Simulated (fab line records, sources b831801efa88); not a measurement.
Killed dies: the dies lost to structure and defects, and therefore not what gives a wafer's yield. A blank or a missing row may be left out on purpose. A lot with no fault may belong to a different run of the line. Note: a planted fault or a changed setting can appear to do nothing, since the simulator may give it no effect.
What tool caused it? -- flow gf180mcu -- Sampling: 12 lots, 36 wafers, 6 of 602 route steps

== WHAT THE GAUGES SHOWED, per wafer ==
GF_STI_BOW_MEAS_00.
lot,measured,on,INCOMING_BOW (um)
L439,day 1 10:01,film-metro-02,-5 -2 1
L440,day 1 15:01,film-metro-04,-7 -8 2
L446,day 2 21:00,film-metro-02,5 -4 -6
L447,day 3 02:00,film-metro-02,3 -10 1
L450,day 3 17:01,film-metro-02,2 12 11
L453,day 4 08:00,film-metro-03,-6 -8 -4
L456,day 4 23:01,film-metro-04,5 0 -10
L457,day 5 04:00,film-metro-03,-1 -4 3
L458,day 5 09:00,film-metro-04,0 -7 -7
L459,day 5 14:00,film-metro-02,-1 0 0
L460,day 5 19:00,film-metro-03,2 7 3
L462,day 6 05:00,film-metro-02,-3 6 1

GF_MVPSD_TW_MEAS_11.
lot,measured,on,MVPSD_TW
L439,day 5 00:49,film-metro-04,560 562 562
L440,day 5 07:04,film-metro-04,563 563 562
L446,day 6 19:40,film-metro-04,576 572 574
L447,day 6 23:49,film-metro-04,554 553 555
L450,day 7 19:26,film-metro-01,548 548 549
L453,day 8 13:58,film-metro-04,558 562 562
L456,day 9 06:13,film-metro-01,553 553 551
L457,day 9 11:10,film-metro-04,561 563 563
L458,day 9 19:40,film-metro-02,553 557 557
L459,day 10 02:46,film-metro-01,547 549 548
L460,day 10 07:13,film-metro-01,549 548 548
L462,day 11 00:16,film-metro-01,548 545 550

GF_VT_IMPLANT_TW_MEAS_21.
lot,measured,on,VT_IMPLANT_2_TW
L439,day 6 07:08,film-metro-03,1193 1187 1198
L440,day 6 12:22,film-metro-03,1195 1192 1192
L446,day 8 03:38,film-metro-04,1229 1231 1225
L447,day 8 07:55,film-metro-01,1207 1207 1205
L450,day 9 04:40,film-metro-01,1212 1209 1217
L453,day 10 00:16,film-metro-04,1228 1224 1228
L456,day 10 17:35,film-metro-03,1194 1197 1203
L457,day 10 23:01,film-metro-04,1228 1232 1228
L458,day 11 08:19,film-metro-04,1223 1228 1224
L459,day 11 15:37,film-metro-04,1227 1220 1222
L460,day 11 20:10,film-metro-01,1205 1209 1205
L462,day 12 13:40,film-metro-01,1208 1207 1204

GF_VT_IMPLANT_RS_MEAS_49: the measuring method here is four-point-probe.
lot,measured,on,MVPSD_RS (ohm/sq)
L439,day 7 14:16,film-metro-01,1169.6 1167.6 1168.6
L440,day 7 20:28,film-metro-04,1164.7 1166.7 1171.0
L446,day 9 13:35,film-metro-01,1094.0 1093.6 1095.0
L447,day 9 18:17,film-metro-01,1167.5 1169.1 1167.9
L450,day 10 16:40,film-metro-02,1169.7 1172.1 1170.3
L453,day 11 13:05,film-metro-02,1168.6 1168.9 1170.1
L456,day 12 06:57,film-metro-01,1168.2 1167.2 1168.4
L457,day 12 12:41,film-metro-04,1166.9 1167.1 1166.0
L458,day 12 22:20,film-metro-01,1170.0 1168.2 1170.5
L459,day 13 05:56,film-metro-01,1166.4 1163.7 1165.8
L460,day 13 12:35,film-metro-01,1165.8 1165.1 1168.8
L462,day 14 06:41,film-metro-01,1175.8 1175.2 1173.0

== TOOL THAT RAN EACH LOT (tool first, then ch and the chambers of the sampled wafers, then the start) ==
lot,GF_MVPSD_IMPLANT_08,GF_VT_IMPLANT_STRIP_31
L439,"implanter-03 ch 0, day 5 00:25","plasma-asher-01 ch 0,1, day 6 21:46"
L440,"implanter-02 ch 0, day 5 06:41","plasma-asher-04 ch 0,1, day 7 03:55"
L446,"implanter-03 ch 0, day 6 19:16","plasma-asher-03 ch 0,1, day 8 19:43"
L447,"implanter-02 ch 0, day 6 23:25","plasma-asher-04 ch 0, day 9 00:46"
L450,"implanter-02 ch 0, day 7 19:03","plasma-asher-03 ch 0,1, day 9 21:40"
L453,"implanter-02 ch 0, day 8 13:34","plasma-asher-04 ch 0,1, day 10 17:46"
L456,"implanter-01 ch 0, day 9 05:50","plasma-asher-04 ch 0,1, day 11 12:07"
L457,"implanter-03 ch 0, day 9 10:46","plasma-asher-01 ch 0,1, day 11 17:22"
L458,"implanter-01 ch 0, day 9 19:16","plasma-asher-01 ch 0,1, day 12 02:19"
L459,"implanter-01 ch 0, day 10 02:22","plasma-asher-03 ch 0, day 12 09:43"
L460,"implanter-03 ch 0, day 10 06:49","plasma-asher-04 ch 0,1, day 12 15:25"
L462,"implanter-03 ch 0, day 10 23:52","plasma-asher-01 ch 0,1, day 13 09:46"
- GF_MVPSD_IMPLANT_08
- GF_VT_IMPLANT_STRIP_31: strips in O2/N2.

== AS READ BY THE TOOLS THEMSELVES (means over the sampled wafers that have a number; for cases with no such wafer, the mark the record gives instead) ==
GF_MVPSD_IMPLANT_08.
lot,tool,dose-ions-cm2,faraday-current-uA
L439,implanter-03,1.5005e+13,84.7
L440,implanter-02,1.4996e+13,84.9
L446,implanter-03,1.6974e+13,96.4
L447,implanter-02,1.4998e+13,85.2
L450,implanter-02,1.5017e+13,85.9
L453,implanter-02,1.5009e+13,85.0
L456,implanter-01,1.5035e+13,84.9
L457,implanter-03,1.4982e+13,84.9
L458,implanter-01,1.5019e+13,83.4
L459,implanter-01,1.4992e+13,84.9
L460,implanter-03,1.5010e+13,84.5
L462,implanter-03,1.5001e+13,83.3

GF_VT_IMPLANT_STRIP_31.
lot,tool,drypump-motor-current-A (A),heater-power-w (W),oes-product-au (a.u.),strip-time-to-endpoint-s (s)
L439,plasma-asher-01,5.9,332,0.716,12.64
L440,plasma-asher-04,5.3,356,0.717,12.69
L446,plasma-asher-03,5.8,345,0.714,12.66
L447,plasma-asher-04,5.3,346,0.720,12.61
L450,plasma-asher-03,6.2,325,0.713,12.58
L453,plasma-asher-04,5.3,360,0.718,12.60
L456,plasma-asher-04,5.3,358,0.719,12.68
L457,plasma-asher-01,5.9,317,0.714,12.66
L458,plasma-asher-01,5.9,335,0.717,12.63
L459,plasma-asher-03,6.6,303,0.718,12.63
L460,plasma-asher-04,5.3,365,0.718,12.66
L462,plasma-asher-01,5.9,334,0.716,12.62

== THE ANSWER, worked out from the rows above alone ==
Rule: what is usual is taken from the lots themselves. Put in order of their means at a reading, lots are off if they are a third of the lots or fewer, leave a main group of 4 or more, and stand apart from it by a gap of 3 or more times the standard deviation of the main group's means; of several such gaps the widest counts. The tables above print the reading to a certain number of digits; a main group whose means all agree to those digits is not used. Also off: a lot with no number at a reading for which 4 or more lots have one. Where the step has rows for the other lots, those lots are counted as sound. After the gauges, taken in route order, come the tools' own readings; for these a lot's mean is taken, as printed above. The first step at which some lot is off is used, and at that step the reading that is off furthest; a lot without a number counts as furthest.
Off: L446, at GF_VT_IMPLANT_RS_MEAS_49 (MVPSD_RS). Mean 1168.6 ohm/sq and standard deviation 2.4 in the main group.
If a tool, at a process step before that reading, ran all the lots that are off and no sound lot after the first of them, it fits. Not tried: the gauges at GF_VT_IMPLANT_RS_MEAS_49; whatever is off there is also off at GF_MVPSD_IMPLANT_08, on other tools, and gauge error can't account for it. Not one of the candidates tried fits.

== WHAT THE SIMULATOR HAD INSERTED ==
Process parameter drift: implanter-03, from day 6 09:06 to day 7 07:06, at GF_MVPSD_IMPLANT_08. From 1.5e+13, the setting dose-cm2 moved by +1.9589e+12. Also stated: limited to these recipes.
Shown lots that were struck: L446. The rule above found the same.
